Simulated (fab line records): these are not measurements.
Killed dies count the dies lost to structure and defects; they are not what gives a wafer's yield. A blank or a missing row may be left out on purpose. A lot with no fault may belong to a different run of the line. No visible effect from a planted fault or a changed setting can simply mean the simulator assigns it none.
The tool behind it: which one? | flow sky130 | 18 wafers from 6 lots sampled at 3 of the route's 708 steps

## WHAT EACH GAUGE READ, for each wafer
SKY_LDD_LDN_TW_MEAS_13.
lot  | measured     | on            | LDD_LDN_TW
L993 | day 23 10:16 | film-metro-02 | 1464 1464 1471
L995 | day 24 01:56 | film-metro-01 | 1475 1471 1468
L998 | day 25 11:58 | film-metro-01 | 1477 1477 1487
L102 | day 26 21:19 | film-metro-03 | 1492 1496 1497
L112 | day 29 23:32 | film-metro-02 | 1384 1388 1387
L114 | day 30 11:06 | film-metro-03 | 1488 1489 1487

## TOOL THAT RAN EACH LOT (tool first, then ch and the chambers of the sampled wafers, then the start)
lot  | SKY_SONOS_ONO_ETCH_15              | SKY_LDD_LDN_IMPLANT_09
L993 | rie-diel-04 ch 0,1,2, day 13 03:37 | implanter-01 ch 0, day 23 09:44
L995 | rie-diel-03 ch 1,2,3, day 13 20:50 | implanter-02 ch 0, day 24 01:23
L998 | rie-diel-01 ch 1,2,3, day 14 21:54 | implanter-03 ch 0, day 25 11:26
L102 | rie-diel-03 ch 0,1,2, day 16 07:07 | implanter-03 ch 0, day 26 20:46
L112 | rie-diel-01 ch 1,2, day 19 17:56   | implanter-02 ch 0, day 29 22:59
L114 | rie-diel-01 ch 1,2, day 20 07:51   | implanter-03 ch 0, day 30 10:34
- SKY_SONOS_ONO_ETCH_15: etches the open film in CHF3/O2, target depth 19.52 nm, time 7.8 s.
- SKY_LDD_LDN_IMPLANT_09

## THE ANSWER, worked out from the rows above alone
Rule: the usual values come from the lots themselves. The widest of any qualifying gaps counts: lots, ordered by their means at a reading, are off when they make up no more than a third of the lots, leave a main group of 4 or more, and stand apart from it by 3 or more times the standard deviation of that group's means. Not used: any main group whose means are identical at the precision the tables above print for the reading. A lot without any number at a reading at which 4 lots or more have one is off too. All remaining lots with rows at the step are treated as sound.
Off: L112, seen at SKY_LDD_LDN_TW_MEAS_13 (LDD_LDN_TW). Mean 1480 and standard deviation 10 in the main group.
If a tool, at a process step before that reading, ran all the lots that are off and no sound lot after the first of them, it fits. Those tools and the gauges at SKY_LDD_LDN_TW_MEAS_13 are tried in the same way. Can't be told from this: 2 tools fit, implanter-02 at SKY_LDD_LDN_IMPLANT_09, film-metro-02 at SKY_LDD_LDN_TW_MEAS_13.

## WHAT HAD BEEN PUT IN BY THE SIMULATOR
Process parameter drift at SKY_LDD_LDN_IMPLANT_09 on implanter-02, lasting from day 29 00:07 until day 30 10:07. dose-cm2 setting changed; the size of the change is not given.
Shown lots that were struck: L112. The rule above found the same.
